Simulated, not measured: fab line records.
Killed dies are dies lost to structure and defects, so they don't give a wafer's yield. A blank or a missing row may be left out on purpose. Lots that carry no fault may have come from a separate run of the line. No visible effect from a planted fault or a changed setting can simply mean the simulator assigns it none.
Chamber matching :: flow sky130 :: SKY_VIA4_CMP_02 on cmp-01 has 4 sister chambers
The step polishes SiO2. 4 wafers are shown with their chamber, then 9 later ones without.

## EACH WAFER AND ITS CHAMBER
wafer: L615.5
chamber: 2
motorCurrentA (A): 11.5

wafer: L616.6
chamber: 0
motorCurrentA (A): 12.0

wafer: L617.2
chamber: 1
motorCurrentA (A): 10.8

wafer: L617.5
chamber: 3
motorCurrentA (A): 12.3

## WAFERS WHOSE CHAMBER IS MISSING
wafer: L622.1
motorCurrentA (A): 11.2

wafer: L622.4
motorCurrentA (A): 11.1

wafer: L622.5
motorCurrentA (A): 13.0

wafer: L626.1
motorCurrentA (A): 11.9

wafer: L626.2
motorCurrentA (A): 12.4

wafer: L626.6
motorCurrentA (A): 11.5

wafer: L630.1
motorCurrentA (A): 10.6

wafer: L630.3
motorCurrentA (A): 12.6

wafer: L630.5
motorCurrentA (A): 12.5

## WHICH CHAMBER EACH ONE RAN IN
wafer: L622.1
from the rows above: can't be placed: 2 or 1 or 0
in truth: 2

wafer: L622.4
from the rows above: can't be placed: 1 or 2 or 0
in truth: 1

wafer: L622.5
from the rows above: can't be placed: 3 or 0
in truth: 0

wafer: L626.1
from the rows above: can't be placed: 0 or 2 or 3
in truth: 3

wafer: L626.2
from the rows above: can't be placed: 3 or 0
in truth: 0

wafer: L626.6
from the rows above: can't be placed: 2 or 0
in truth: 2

wafer: L630.1
from the rows above: 1
in truth: 1

wafer: L630.3
from the rows above: can't be placed: 3 or 0
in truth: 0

wafer: L630.5
from the rows above: can't be placed: 3 or 0
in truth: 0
Correct placement for 1 of the 9. From these rows, 8 cannot be placed; in 8 the true chamber is one of the candidates. Wrongly placed: 0.
How it was worked out, from the rows above alone: a wafer's distance from a chamber is the root of the sum, over the readings, of the square of ((its reading less the chamber's mean) divided by the reading's scatter). The wafer belongs to the nearest chamber; if the next one is less than 2 further off, it can't be placed. Each chamber's mean is taken over the wafers shown for it. The scatter (one wafer shown for each chamber): square how far every hidden wafer sits from the nearest shown wafer, average those squares and take the square root.
